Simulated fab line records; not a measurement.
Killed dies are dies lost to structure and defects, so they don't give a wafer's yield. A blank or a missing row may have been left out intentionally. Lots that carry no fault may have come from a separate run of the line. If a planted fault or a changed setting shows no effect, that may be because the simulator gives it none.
fab line records	flow gf180mcu
[record] lots = 12	wafers = 36	last_day = 34
route steps=602 shown VT_IMPLANT@109
lots untouched by any fault: they come from a run of this same line in which no faults occurred
start_h: the number of hours between the record's first day and the start of the first shown wafer of the lot	wait_h: hours from the lot's prior step to this one	" the same as in the row above	L1.1+2: a single row standing in for several wafers	- no value, or no start was given	* or withheld: withheld	< > ~ a bound
route shown NAME@n: a module of which the file shows steps, and the number in the route of the first	usual: mean/standard deviation of fault-free wafers	same: alike in all rows	chamber/n: place in a boat	sites: each site's reading	_std_site: the standard deviation of these	_edge_site: the outer-site mean with the inner-site mean subtracted	radius_mm: how far each site lies from the wafer's centre	mask NAME#n: copy n	behind: the tool/chamber that last shaped the wafer	hold: reason for holding the lot/hours on hold/outcome of the hold	device: transistor that didn't switch, given as n, p or np	end of line: the route-end tests of the same wafers	where a step has no rows: the recipe by itself	killed: not the wafer's yield, but the dies lost to structure and defects at the first sort	map: dies across one wafer; x = killed, . = not, _ = none there
set.NAME: setting as actually run; set.NAME@STEP: the setting as run at that earlier step	model.NAME: the simulator's own value behind a step, which no gauge read
one table for each step of the route and one row for each wafer, over a sample of lots
services: when a tool's chamber went out of use (start_h, in hours from the record's first day, below 0 if earlier), for how many hours, and the reason
[[steps]]
[step GF_VT_IMPLANT_IMPLANT_19]
[recipe] species = As	energy_kev = 100	dose_cm2 = 4.35e+12	tilt_deg = 7
[usual] dose_ions_cm2 = 4.35e+12/4.8e+09	faraday_current_uA = 24.5/0.53
lot.wafer	tool	chamber	start_h	wait_h	dose_ions_cm2	faraday_current_uA
L916.2	implanter-02	0	125.98	0.0	4.347e+12	24.8
L916.4	"	0	"	"	4.343e+12	24.8
L916.6	"	0	"	"	4.345e+12	25.4
L922.2	implanter-02	0	167.44	0.0	1.788e+12	10.2
L922.3	"	0	"	"	1.793e+12	10.0
L922.5	"	0	"	"	1.788e+12	9.9
L924.3	implanter-04	0	177.20	0.1	4.355e+12	24.6
L924.5	"	0	"	"	4.355e+12	25.8
L924.6	"	0	"	"	4.347e+12	24.0
L927.2	implanter-02	0	196.03	0.0	1.789e+12	9.8
L927.3	"	0	"	"	1.786e+12	10.4
L927.4	"	0	"	"	1.796e+12	10.1
L929.1	implanter-01	0	208.85	0.0	4.344e+12	24.6
L929.4	"	0	"	"	4.344e+12	24.5
L929.5	"	0	"	"	4.342e+12	25.8
L930.2	implanter-01	0	216.13	0.0	4.355e+12	25.1
L930.3	"	0	"	"	4.349e+12	24.3
L930.5	"	0	"	"	4.358e+12	24.3
L931.2	implanter-04	0	225.49	0.0	4.345e+12	24.0
L931.5	"	0	"	"	4.342e+12	25.2
L931.6	"	0	"	"	4.352e+12	24.8
L932.1	implanter-01	0	227.71	0.0	4.355e+12	24.5
L932.2	"	0	"	"	4.345e+12	23.9
L932.3	"	0	"	"	4.346e+12	23.2
L933.2	implanter-01	0	235.44	0.0	4.356e+12	24.0
L933.5	"	0	"	"	4.341e+12	23.6
L933.6	"	0	"	"	4.354e+12	24.8
L935.1	implanter-04	0	251.11	0.0	4.35e+12	24.8
L935.4	"	0	"	"	4.348e+12	23.8
L935.5	"	0	"	"	4.353e+12	25.1
L937.2	implanter-01	0	259.62	0.0	4.349e+12	24.3
L937.4	"	0	"	"	4.347e+12	24.4
L937.6	"	0	"	"	4.353e+12	24.6
L939.2	implanter-01	0	279.44	0.0	4.348e+12	24.3
L939.3	"	0	"	"	4.347e+12	25.3
L939.6	"	0	"	"	4.352e+12	24.4
[step GF_VT_IMPLANT_STRIP_20]
[recipe] chemistry = O2/N2	power_w = 1400	pressure_mtorr = 1500	platen_temp_c = 250	o2_flow_sccm = 3000	n2_flow_sccm = 300	overash_fraction = 0.5
[usual] drypump_motor_current_A = 5.7/0.41	heater_power_w = 322/16	oes_product_au = 0.716/0.0048	strip_time_to_endpoint_s = 12.62/0.03
lot.wafer	tool	chamber	start_h	wait_h	drypump_motor_current_A	heater_power_w	oes_product_au	rf_hours_counter_h	strip_time_to_endpoint_s
L916.2	plasma_asher-03	1	126.10	0.1	6.3	329	0.710	35	12.57
L916.4	"	1	"	"	6.3	326	0.712	-	12.60
L916.6	"	1	"	"	6.4	328	0.718	-	12.62
L922.2	plasma_asher-03	1	167.56	0.1	6.3	326	0.716	39	12.58
L922.3	"	0	"	"	5.7	307	0.711	-	12.61
L922.5	"	1	"	"	6.3	325	0.723	-	12.60
L924.3	plasma_asher-01	1	177.33	0.1	5.3	327	0.713	-	12.62
L924.5	"	1	"	"	5.3	330	0.711	-	12.64
L924.6	"	0	"	"	5.6	350	0.729	-	12.63
L927.2	plasma_asher-02	0	196.15	0.1	5.4	321	0.713	8	12.60
L927.3	"	0	"	"	5.4	318	0.717	-	12.63
L927.4	"	1	"	"	5.2	293	0.719	-	12.63
L929.1	plasma_asher-03	0	209.00	0.1	5.6	309	0.709	44	12.67
L929.4	"	0	"	"	5.7	327	0.720	-	12.59
L929.5	"	0	"	"	5.7	314	0.713	-	12.60
L930.2	plasma_asher-03	0	216.25	0.1	5.7	317	0.719	45	12.62
L930.3	"	0	"	"	5.7	321	0.710	-	12.64
L930.5	"	1	"	"	6.3	335	0.709	-	12.64
L931.2	plasma_asher-01	1	225.61	0.1	5.3	329	0.720	57	12.60
L931.5	"	1	"	"	5.2	337	0.715	-	12.57
L931.6	"	0	"	"	5.6	343	0.723	-	12.55
L932.1	plasma_asher-03	1	227.86	0.1	6.3	327	0.717	47	12.62
L932.2	"	0	"	"	5.7	311	0.728	47	12.66
L932.3	"	1	"	"	6.3	327	0.718	-	12.63
L933.2	plasma_asher-03	1	235.56	0.1	6.4	325	0.712	48	12.63
L933.5	"	0	"	"	5.7	306	0.719	-	12.59
L933.6	"	1	"	"	6.4	322	0.715	-	12.61
L935.1	plasma_asher-02	0	251.26	0.1	5.4	321	0.713	11	12.59
L935.4	"	1	"	"	5.2	289	0.715	-	12.59
L935.5	"	0	"	"	5.4	319	0.713	-	12.62
L937.2	plasma_asher-01	1	259.75	0.1	5.3	331	0.716	61	12.58
L937.4	"	1	"	"	5.3	336	0.724	-	12.61
L937.6	"	0	"	"	5.7	342	0.715	-	12.62
L939.2	plasma_asher-03	0	279.56	0.1	5.7	318	0.721	52	12.63
L939.3	"	1	"	"	6.3	329	0.715	-	12.67
L939.6	"	1	"	"	6.3	336	0.719	-	12.66
[step GF_VT_IMPLANT_TW_MEAS_21]
[usual] VT_IMPLANT_2_TW = 1215/6.4
lot.wafer	tool	chamber	start_h	wait_h	VT_IMPLANT_2_TW
L916.2	film_metro-04	-	126.21	0.1	1215
L916.4	"	-	"	"	1221
L916.6	"	-	"	"	1221
L922.2	film_metro-04	-	167.67	0.1	922
L922.3	"	-	"	"	924
L922.5	"	-	"	"	918
L924.3	film_metro-03	-	177.42	0.1	1213
L924.5	"	-	"	"	1211
L924.6	"	-	"	"	1212
L927.2	film_metro-02	-	196.26	0.1	916
L927.3	"	-	"	"	912
L927.4	"	-	"	"	911
L929.1	film_metro-02	-	209.10	0.1	1207
L929.4	"	-	"	"	1214
L929.5	"	-	"	"	1211
L930.2	film_metro-03	-	216.36	0.1	1217
L930.3	"	-	"	"	1208
L930.5	"	-	"	"	1213
L931.2	film_metro-04	-	225.72	0.1	1223
L931.5	"	-	"	"	1219
L931.6	"	-	"	"	1224
L932.1	film_metro-03	-	227.96	0.1	1216
L932.2	"	-	"	"	1214
L932.3	"	-	"	"	1216
L933.2	film_metro-04	-	235.67	0.1	1227
L933.5	"	-	"	"	1224
L933.6	"	-	"	"	1225
L935.1	film_metro-04	-	251.36	0.1	1227
L935.4	"	-	"	"	1228
L935.5	"	-	"	"	1226
L937.2	film_metro-03	-	259.86	0.1	1216
L937.4	"	-	"	"	1214
L937.6	"	-	"	"	1210
L939.2	film_metro-04	-	279.67	0.1	1222
L939.3	"	-	"	"	1214
L939.6	"	-	"	"	1224
[step GF_VT_IMPLANT_OVL_MEAS_29]
[usual] VT_IMPLANT_02_OVL = 0.1/1.6
lot.wafer	tool	chamber	start_h	wait_h	VT_IMPLANT_02_OVL[nm]
L916.2	overlay-02	-	140.97	0.1	0.7
L916.4	"	-	"	"	0.3
L916.6	"	-	"	"	-0.7
L922.2	overlay-01	-	184.18	0.1	1.1
L922.3	"	-	"	"	1.9
L922.5	"	-	"	"	3.5
L924.3	overlay-02	-	193.68	0.1	-1.5
L924.5	"	-	"	"	-0.1
L924.6	"	-	"	"	-1.1
L927.2	overlay-02	-	212.52	0.1	2.3
L927.3	"	-	"	"	1.8
L927.4	"	-	"	"	2.3
L929.1	overlay-02	-	226.56	0.1	0.8
L929.4	"	-	"	"	2.1
L929.5	"	-	"	"	0.8
L930.2	overlay-02	-	235.22	0.1	-1.4
L930.3	"	-	"	"	-1.2
L930.5	"	-	"	"	-0.2
L931.2	overlay-02	-	244.37	0.1	-2.8
L931.5	"	-	"	"	-4.1
L931.6	"	-	"	"	-1.5
L932.1	overlay-01	-	246.47	0.1	-1.0
L932.2	"	-	"	"	-0.2
L932.3	"	-	"	"	0.0
L933.2	overlay-01	-	254.02	0.1	-0.8
L933.5	"	-	"	"	-2.1
L933.6	"	-	"	"	-2.1
L935.1	overlay-02	-	270.48	0.1	1.3
L935.4	"	-	"	"	0.6
L935.5	"	-	"	"	0.3
L937.2	overlay-02	-	279.22	0.1	0.1
L937.4	"	-	"	"	0.0
L937.6	"	-	"	"	-0.5
L939.2	overlay-02	-	299.98	0.1	-1.7
L939.3	"	-	"	"	-3.2
L939.6	"	-	"	"	-2.0
[step GF_VT_IMPLANT_STRIP_42]
[recipe] chemistry = O2/N2	power_w = 1400	pressure_mtorr = 1500	platen_temp_c = 250	o2_flow_sccm = 3000	n2_flow_sccm = 300	overash_fraction = 0.5
[usual] drypump_motor_current_A = 5.7/0.4	heater_power_w = 326/16	oes_product_au = 0.716/0.0047	strip_time_to_endpoint_s = 12.61/0.03
lot.wafer	tool	chamber	start_h	wait_h	drypump_motor_current_A	heater_power_w	oes_product_au	rf_hours_counter_h	strip_time_to_endpoint_s
L916.2	plasma_asher-02	0	156.96	0.1	5.4	320	0.720	4	12.65
L916.4	"	1	"	"	5.2	286	0.716	-	12.64
L916.6	"	1	"	"	5.2	285	0.721	-	12.66
L922.2	plasma_asher-03	0	201.86	0.1	5.6	311	0.720	43	12.61
L922.3	"	0	"	"	5.7	319	0.714	-	12.62
L922.5	"	1	"	"	6.4	321	0.717	-	12.64
L924.3	plasma_asher-03	1	210.88	0.1	6.3	321	0.718	-	12.59
L924.5	"	1	"	"	6.3	324	0.716	-	12.62
L924.6	"	0	"	"	5.7	312	0.710	-	12.65
L927.2	plasma_asher-03	1	230.60	0.1	6.4	322	0.712	47	12.61
L927.3	"	1	"	"	6.3	331	0.708	-	12.61
L927.4	"	0	"	"	5.6	314	0.724	-	12.59
L929.1	plasma_asher-03	1	245.75	0.1	6.3	328	0.708	49	12.61
L929.4	"	0	"	"	5.6	318	0.719	-	12.58
L929.5	"	1	"	"	6.3	329	0.713	-	12.61
L930.2	plasma_asher-01	1	254.00	0.1	5.3	332	0.713	60	12.58
L930.3	"	1	"	"	5.3	331	0.719	-	12.60
L930.5	"	0	"	"	5.6	347	0.725	-	12.62
L931.2	plasma_asher-02	0	263.15	0.1	5.4	320	0.717	12	12.61
L931.5	"	1	"	"	5.2	297	0.717	-	12.62
L931.6	"	0	"	"	5.4	323	0.714	-	12.61
L932.1	plasma_asher-01	0	265.15	0.1	5.7	343	0.718	62	12.61
L932.2	"	1	"	"	5.3	339	0.722	62	12.63
L932.3	"	0	"	"	5.7	345	0.712	-	12.66
L933.2	plasma_asher-03	0	273.20	0.1	5.6	313	0.712	51	12.63
L933.5	"	1	"	"	6.3	325	0.727	-	12.62
L933.6	"	0	"	"	5.6	315	0.717	-	12.64
L935.1	plasma_asher-01	0	290.80	0.1	5.7	347	0.720	64	12.59
L935.4	"	0	"	"	5.7	356	0.721	-	12.60
L935.5	"	1	"	"	5.3	326	0.717	-	12.61
L937.2	plasma_asher-03	0	299.86	0.1	5.6	318	0.709	54	12.57
L937.4	"	1	"	"	6.4	331	0.717	-	12.65
L937.6	"	1	"	"	6.3	320	0.716	-	12.59
L939.2	plasma_asher-02	0	320.70	0.1	5.4	322	0.712	18	12.56
L939.3	"	0	"	"	5.4	323	0.716	-	12.53
L939.6	"	0	"	"	5.4	323	0.719	-	12.58
[[services]]
tool	chamber	start_h	hours	kind
plasma_asher-02	-	108.75	9.0	pm
plasma_asher-02	0	108.75	9.0	vent_cycle
plasma_asher-02	1	108.75	9.0	vent_cycle
implanter-01	-	109.47	18.8	repair
plasma_asher-02	0	117.75	-	clean
plasma_asher-02	1	117.75	-	clean
implanter-02	-	135.56	3.5	pm
implanter-02	-	140.30	1.8	repair
implanter-01	-	160.57	6.9	repair
implanter-02	-	180.59	2.4	repair
implanter-01	-	186.92	4.6	repair
implanter-04	-	201.87	1.0	repair
plasma_asher-02	-	206.04	25.1	pm
implanter-04	-	206.36	15.9	pm
implanter-04	-	248.98	1.4	repair
plasma_asher-03	-	259.53	2.5	repair
implanter-02	-	276.75	7.1	repair
implanter-01	-	313.84	5.2	repair
implanter-04	-	315.01	4.8	pm
[[key]]
[first_sign] step = GF_VT_IMPLANT_IMPLANT_19	reading = dose_ions_cm2	direction = down	sigmas = 99+	usual = 4.35e+12	struck = 1.79e+12
[effect] step = GF_VT_IMPLANT_IMPLANT_19	reading = faraday_current_uA	direction = down	sigmas = 27	usual = 24.5	struck = 10.1
[effect] step = GF_VT_IMPLANT_TW_MEAS_21	reading = VT_IMPLANT_2_TW	direction = down	sigmas = 47	usual = 1215	struck = 917
met_at GF_VT_IMPLANT_IMPLANT_19
struck_lots L922,L927
tester_left_out L922,L927
not_acting_at GF_VT_IMPLANT_STRIP_20,GF_VT_IMPLANT_OVL_MEAS_29,GF_VT_IMPLANT_STRIP_42
onset_between 125.98 167.44
[fault] kind = process_parameter_drift	tool = implanter-02	chamber = -	onset_h = 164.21	steps = GF_VT_IMPLANT_IMPLANT_19	channel = dose_cm2	offset = -2.5584e+12	shape = step	end_h = 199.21	acts_in = these_recipes_only	stated = 4.35e+12
// tester_left_out: of these lots the tester's yield and bins aren't shown, on N5 and GAA mostly nor the transistor test; their killed dies are dies lost to structure and defects alone, not to doping, threshold or leakage, so they don't give the yield
